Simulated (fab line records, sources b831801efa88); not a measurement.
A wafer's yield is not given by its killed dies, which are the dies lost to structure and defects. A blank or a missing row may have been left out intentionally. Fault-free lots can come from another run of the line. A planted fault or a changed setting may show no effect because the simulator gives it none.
Split-lot study / flow sky130 / 21 wafers read from 5 lots, route of 708 steps

== SPLIT DETAILS ==
At SKY_VIA1_CMP_02 (polishes SiO2), the setting leave-above-ref-nm was moved away from the recipe's 345 nm on 6 of the 21 wafers read, by -5.8% to +7.2%. For the rest of the wafers, this setting stayed at what the recipe calls for.

The reading is taken at the split's own step.

== THE READING ==
SiO2_of_VIA1_HDPCVD_00.thk-nm (the simulator's own value, which no gauge read), in nm, at SKY_VIA1_CMP_02 (polishes SiO2). The file does not state a usual value for it. The 15 wafers here that ran the recipe average 345.5 nm, standard deviation 0.96 nm.

wafer=L074.2; tool, chamber at the split=cmp-01, 2; leave-above-ref-nm as run, nm=345; against the recipe=recipe; SiO2_of_VIA1_HDPCVD_00.thk-nm, nm=345.2; against lot-mates on the recipe=-
wafer=L074.3; tool, chamber at the split=cmp-01, 3; leave-above-ref-nm as run, nm=345; against the recipe=recipe; SiO2_of_VIA1_HDPCVD_00.thk-nm, nm=343.9; against lot-mates on the recipe=-
wafer=L074.1; tool, chamber at the split=cmp-01, 0; leave-above-ref-nm as run, nm=325.1; against the recipe=-5.8%; SiO2_of_VIA1_HDPCVD_00.thk-nm, nm=323.7; against lot-mates on the recipe=-21.0
wafer=L074.4; tool, chamber at the split=cmp-01, 1; leave-above-ref-nm as run, nm=345; against the recipe=recipe; SiO2_of_VIA1_HDPCVD_00.thk-nm, nm=344.9; against lot-mates on the recipe=-
wafer=L074.5; tool, chamber at the split=cmp-01, 3; leave-above-ref-nm as run, nm=325.1; against the recipe=-5.8%; SiO2_of_VIA1_HDPCVD_00.thk-nm, nm=324.3; against lot-mates on the recipe=-20.4
wafer=L076.1; tool, chamber at the split=cmp-01, 3; leave-above-ref-nm as run, nm=345; against the recipe=recipe; SiO2_of_VIA1_HDPCVD_00.thk-nm, nm=347.4; against lot-mates on the recipe=-
wafer=L076.3; tool, chamber at the split=cmp-01, 0; leave-above-ref-nm as run, nm=345; against the recipe=recipe; SiO2_of_VIA1_HDPCVD_00.thk-nm, nm=345.3; against lot-mates on the recipe=-
wafer=L076.2; tool, chamber at the split=cmp-01, 1; leave-above-ref-nm as run, nm=345; against the recipe=recipe; SiO2_of_VIA1_HDPCVD_00.thk-nm, nm=346.3; against lot-mates on the recipe=-
wafer=L076.6; tool, chamber at the split=cmp-01, 2; leave-above-ref-nm as run, nm=345; against the recipe=recipe; SiO2_of_VIA1_HDPCVD_00.thk-nm, nm=346.1; against lot-mates on the recipe=-
wafer=L076.5; tool, chamber at the split=cmp-01, 3; leave-above-ref-nm as run, nm=345; against the recipe=recipe; SiO2_of_VIA1_HDPCVD_00.thk-nm, nm=345; against lot-mates on the recipe=-
wafer=L081.1; tool, chamber at the split=cmp-01, 2; leave-above-ref-nm as run, nm=345; against the recipe=recipe; SiO2_of_VIA1_HDPCVD_00.thk-nm, nm=346.2; against lot-mates on the recipe=-
wafer=L081.2; tool, chamber at the split=cmp-01, 3; leave-above-ref-nm as run, nm=369.7; against the recipe=+7.2%; SiO2_of_VIA1_HDPCVD_00.thk-nm, nm=369.3; against lot-mates on the recipe=+24.1
wafer=L081.3; tool, chamber at the split=cmp-01, 0; leave-above-ref-nm as run, nm=369.7; against the recipe=+7.2%; SiO2_of_VIA1_HDPCVD_00.thk-nm, nm=368.5; against lot-mates on the recipe=+23.3
wafer=L081.5; tool, chamber at the split=cmp-01, 1; leave-above-ref-nm as run, nm=345; against the recipe=recipe; SiO2_of_VIA1_HDPCVD_00.thk-nm, nm=344.1; against lot-mates on the recipe=-
wafer=L081.6; tool, chamber at the split=cmp-01, 2; leave-above-ref-nm as run, nm=345; against the recipe=recipe; SiO2_of_VIA1_HDPCVD_00.thk-nm, nm=345.2; against lot-mates on the recipe=-
wafer=L083.2; tool, chamber at the split=cmp-01, 2; leave-above-ref-nm as run, nm=345; against the recipe=recipe; SiO2_of_VIA1_HDPCVD_00.thk-nm, nm=347.2; against lot-mates on the recipe=-
wafer=L083.4; tool, chamber at the split=cmp-01, 0; leave-above-ref-nm as run, nm=353.2; against the recipe=+2.4%; SiO2_of_VIA1_HDPCVD_00.thk-nm, nm=352.6; against lot-mates on the recipe=+5.4
wafer=L083.6; tool, chamber at the split=cmp-01, 2; leave-above-ref-nm as run, nm=353.2; against the recipe=+2.4%; SiO2_of_VIA1_HDPCVD_00.thk-nm, nm=355.7; against lot-mates on the recipe=+8.5
wafer=L084.1; tool, chamber at the split=cmp-02, 1; leave-above-ref-nm as run, nm=345; against the recipe=recipe; SiO2_of_VIA1_HDPCVD_00.thk-nm, nm=345.3; against lot-mates on the recipe=-
wafer=L084.2; tool, chamber at the split=cmp-02, 2; leave-above-ref-nm as run, nm=345; against the recipe=recipe; SiO2_of_VIA1_HDPCVD_00.thk-nm, nm=344.8; against lot-mates on the recipe=-
wafer=L084.5; tool, chamber at the split=cmp-02, 3; leave-above-ref-nm as run, nm=345; against the recipe=recipe; SiO2_of_VIA1_HDPCVD_00.thk-nm, nm=345.8; against lot-mates on the recipe=-

FIT RESULTS
A straight line over all 21 wafers: SiO2_of_VIA1_HDPCVD_00.thk-nm changes by +3.47 nm for each +1% of leave-above-ref-nm; r = +0.99; the points scatter about the line by 1.2 nm.
The same after taking each lot's own level away (the mean of its wafers on the recipe; 21 wafers): +3.4 nm for each +1%; r = +1.00; scatter 0.93 nm.
That fit puts the effect of the largest move of leave-above-ref-nm on the reading at 24 nm.
The lots' own levels span 344.67 to 347.20 nm, that is 2.6 times the standard deviation above.
The two slopes agree, so the slope changes little with the lot-to-lot level.
Check: for one of the wafers moved furthest among these (+7.2%), held out of the fit, the line's prediction against its lot-mates is +24.1 nm. Against them it came out at +24.1 nm.

== FURTHER SPLITS ON THESE WAFERS ==
Note: prior to the reading, these wafers also went through further splits. Each is held against what the fit with the lots' levels taken away leaves over:
other split on the same wafers=SKY_CONTACT_HDPCVD_02 sih4-flow-sccm; wafers away from the commonest value=8; r with SiO2_of_VIA1_HDPCVD_00.thk-nm (lot level and that fit taken away)=+0.32
other split on the same wafers=SKY_CONTACT_SPUTTER_23 time-s; wafers away from the commonest value=5; r with SiO2_of_VIA1_HDPCVD_00.thk-nm (lot level and that fit taken away)=+0.28
other split on the same wafers=SKY_METAL1_SPUTTER_00 time-s; wafers away from the commonest value=9; r with SiO2_of_VIA1_HDPCVD_00.thk-nm (lot level and that fit taken away)=+0.14

== THE FILE'S OWN FIT ==
SiO2_of_VIA1_HDPCVD_00.thk-nm changes by +3.4 nm for each +1% of leave-above-ref-nm, r = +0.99.
